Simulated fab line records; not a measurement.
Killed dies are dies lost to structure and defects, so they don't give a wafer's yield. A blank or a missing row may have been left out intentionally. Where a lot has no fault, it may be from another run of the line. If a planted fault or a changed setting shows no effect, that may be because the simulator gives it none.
8D (eight disciplines) problem report, filled in by code + flow gf180mcu + the parts of the form that need people (team, actions taken, sign-off) are left out

## 1. THE PROBLEM
chamber_pressure_pa at GF_TOP_METAL_SPUTTER_00 reads a mean of 1.743 Pa on 6 wafers of 2 lots; wafers without a fault read 2.000 Pa with a standard deviation of 0.0044. Relative to the usual mean, that is a shift of -59 standard deviations.
The step: material Ti, target thk 37.5 nm, time 150 s.
Seen first at day 31 22:50 on pvd_sputter-03, wafer L413.4. Wafers with a number at this step in the record: 36, from 12 lots. Rule for "out", or "out of limits": more than 4 standard deviations from the usual mean. The rest of the wafers with a number are treated as sound.

## 2. WHAT IT IS AND WHAT IT IS NOT
| question                    | is                     | is not                                                                    |
|-----------------------------|------------------------|---------------------------------------------------------------------------|
| which readings at this step | chamber_pressure_pa    | -                                                                         |
| which lots                  | L413, L414             | L396, L397, L399, L400, L401, L402, L403, L404, L418, L419                |
| which wafers of those lots  | all that have a number | -                                                                         |
| read on which tools         | pvd_sputter-03         | pvd_sputter-02, pvd_sputter-04                                            |
| when                        | from day 31 22:50      | up to then (24 sound wafers); but 6 sound wafers of L418, L419 came after |

## 3. SUSPECTS, AND WHAT RULES EACH OUT
Counting: a tool stays on the suspect list if, at a process step up to the reading, it processed all lots that are out and no sound lot following the first of them.
- pvd_sputter-03 at GF_TOP_METAL_SPUTTER_00 (material Ti, target thk 37.5 nm, time 150 s): kept. It ran every lot that is out, first L413 (day 31 22:50), and no sound lot after that; its last sound lot up to then is L404 (day 29 14:28). Out on those wafers are its own readings of chamber_pressure_pa.
After counting, what remains is pvd_sputter-03 at GF_TOP_METAL_SPUTTER_00.

## 4. THE CAUSE (what the simulator had put in)
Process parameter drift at GF_TOP_METAL_SPUTTER_00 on pvd_sputter-03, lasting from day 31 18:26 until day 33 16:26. Setting chamber_pressure_pa shifted by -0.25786 from 2. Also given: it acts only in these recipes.
The count eliminated every tool but this one.

## 5. THE CHAIN OF EFFECTS, in route order
One row per reading whose mean, taken over the struck wafers that have a number, lies over 3 standard deviations from the usual. Scope: only readings with a usual standard deviation given in the record; hours: median across lots of the time from each lot's start at the first step in this table that gives one to its start at this step; sigmas: change in usual standard deviations.
| hours | step                    | reading             | usual    | on struck wafers | change | sigmas |
|-------|-------------------------|---------------------|----------|------------------|--------|--------|
| 0     | GF_TOP_METAL_SPUTTER_00 | chamber_pressure_pa | 2.000 Pa | 1.743            | -0.257 | -59    |
Process steps it contains:
- GF_TOP_METAL_SPUTTER_00: material Ti, target thk 37.5 nm, time 150 s.

## 6. WHAT WOULD HAVE CAUGHT IT SOONER
First out-of-limits reading in this record: day 31 22:50, which is 4 hours after fault onset at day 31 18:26.
